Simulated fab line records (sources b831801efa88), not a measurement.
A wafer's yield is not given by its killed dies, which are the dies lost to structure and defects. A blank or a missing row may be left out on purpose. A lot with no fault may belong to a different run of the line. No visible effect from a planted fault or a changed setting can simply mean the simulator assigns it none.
Split-lot study :: flow sky130 :: 23 wafers read from 5 lots, route of 708 steps

== SPLIT DETAILS ==
At SKY_SD_P_DEVELOP_06 (develop time 60 s), the setting devTempC was moved away from the recipe's 23 C on 5 of the 23 wafers read, by -12.1% to +14.4%. This setting was run at the recipe's value on the other wafers.

No step appears in the file between the split and the reading.

== THE READING ==
cdNm, in nm, at SKY_SD_P_CD_MEAS_07 (target cd 380 nm). A value of 380.7 nm with a standard deviation of 1.8 nm is what fault-free wafers of this fab line usually give.

wafer: L074.1
tool, chamber at the split: lithoTrack-01, 0
devTempC as run, C: 23
against the recipe: recipe
cdNm, nm: 381.1
against lot-mates on the recipe: -

wafer: L074.2
tool, chamber at the split: lithoTrack-01, 0
devTempC as run, C: 23
against the recipe: recipe
cdNm, nm: 382.3
against lot-mates on the recipe: -

wafer: L074.3
tool, chamber at the split: lithoTrack-01, 0
devTempC as run, C: 23
against the recipe: recipe
cdNm, nm: 380.2
against lot-mates on the recipe: -

wafer: L074.4
tool, chamber at the split: lithoTrack-01, 0
devTempC as run, C: 23
against the recipe: recipe
cdNm, nm: 382.8
against lot-mates on the recipe: -

wafer: L074.5
tool, chamber at the split: lithoTrack-01, 0
devTempC as run, C: 23
against the recipe: recipe
cdNm, nm: 381.4
against lot-mates on the recipe: -

wafer: L075.1
tool, chamber at the split: lithoTrack-03, 0
devTempC as run, C: 23
against the recipe: recipe
cdNm, nm: 379.6
against lot-mates on the recipe: -

wafer: L075.2
tool, chamber at the split: lithoTrack-03, 0
devTempC as run, C: 23
against the recipe: recipe
cdNm, nm: 380.3
against lot-mates on the recipe: -

wafer: L075.3
tool, chamber at the split: lithoTrack-03, 0
devTempC as run, C: 23
against the recipe: recipe
cdNm, nm: 379.4
against lot-mates on the recipe: -

wafer: L075.4
tool, chamber at the split: lithoTrack-03, 0
devTempC as run, C: 23
against the recipe: recipe
cdNm, nm: 380.2
against lot-mates on the recipe: -

wafer: L075.5
tool, chamber at the split: lithoTrack-03, 0
devTempC as run, C: 23
against the recipe: recipe
cdNm, nm: 379.9
against lot-mates on the recipe: -

wafer: L077.1
tool, chamber at the split: lithoTrack-02, 0
devTempC as run, C: 26.32
against the recipe: +14.4%
cdNm, nm: 373.8
against lot-mates on the recipe: -8.1

wafer: L077.2
tool, chamber at the split: lithoTrack-02, 0
devTempC as run, C: 26.32
against the recipe: +14.4%
cdNm, nm: 373.1
against lot-mates on the recipe: -8.8

wafer: L077.3
tool, chamber at the split: lithoTrack-02, 0
devTempC as run, C: 26.32
against the recipe: +14.4%
cdNm, nm: 370.5
against lot-mates on the recipe: -11.4

wafer: L077.5
tool, chamber at the split: lithoTrack-02, 0
devTempC as run, C: 23
against the recipe: recipe
cdNm, nm: 382.3
against lot-mates on the recipe: -

wafer: L077.6
tool, chamber at the split: lithoTrack-02, 0
devTempC as run, C: 23
against the recipe: recipe
cdNm, nm: 381.4
against lot-mates on the recipe: -

wafer: L078.3
tool, chamber at the split: lithoTrack-03, 0
devTempC as run, C: 23
against the recipe: recipe
cdNm, nm: 377.9
against lot-mates on the recipe: -

wafer: L078.4
tool, chamber at the split: lithoTrack-03, 0
devTempC as run, C: 23
against the recipe: recipe
cdNm, nm: 379.5
against lot-mates on the recipe: -

wafer: L078.5
tool, chamber at the split: lithoTrack-03, 0
devTempC as run, C: 23
against the recipe: recipe
cdNm, nm: 378.1
against lot-mates on the recipe: -

wafer: L080.1
tool, chamber at the split: lithoTrack-01, 0
devTempC as run, C: 23
against the recipe: recipe
cdNm, nm: 384.5
against lot-mates on the recipe: -

wafer: L080.2
tool, chamber at the split: lithoTrack-01, 0
devTempC as run, C: 23
against the recipe: recipe
cdNm, nm: 381.6
against lot-mates on the recipe: -

wafer: L080.3
tool, chamber at the split: lithoTrack-01, 0
devTempC as run, C: 20.21
against the recipe: -12.1%
cdNm, nm: 390.3
against lot-mates on the recipe: +7.9

wafer: L080.4
tool, chamber at the split: lithoTrack-01, 0
devTempC as run, C: 20.21
against the recipe: -12.1%
cdNm, nm: 389.5
against lot-mates on the recipe: +7.1

wafer: L080.5
tool, chamber at the split: lithoTrack-01, 0
devTempC as run, C: 23
against the recipe: recipe
cdNm, nm: 381.1
against lot-mates on the recipe: -

FIT RESULTS
A straight line over all 23 wafers: cdNm changes by -0.637 nm for each +1% of devTempC; r = -0.93; the points scatter about the line by 1.7 nm.
The same after taking each lot's own level away (the mean of its wafers on the recipe; 23 wafers): -0.639 nm for each +1%; r = -0.97; scatter 0.97 nm.
Per that fit: largest devTempC move, reading shift of 9.2 nm.
Across the lots, their own levels run from 378.50 to 382.40 nm, a range of 2.2 times the standard deviation given above.
So the lot-to-lot level changes the slope little: the two slopes agree.
Check: for one of the wafers moved furthest among these (+14.4%), held out of the fit, the line's prediction against its lot-mates is -9.67 nm. Against them it came out at -8.05 nm.

== FILE'S OWN FIT ==
cdNm changes by -0.639 nm for each +1% of devTempC, r = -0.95.
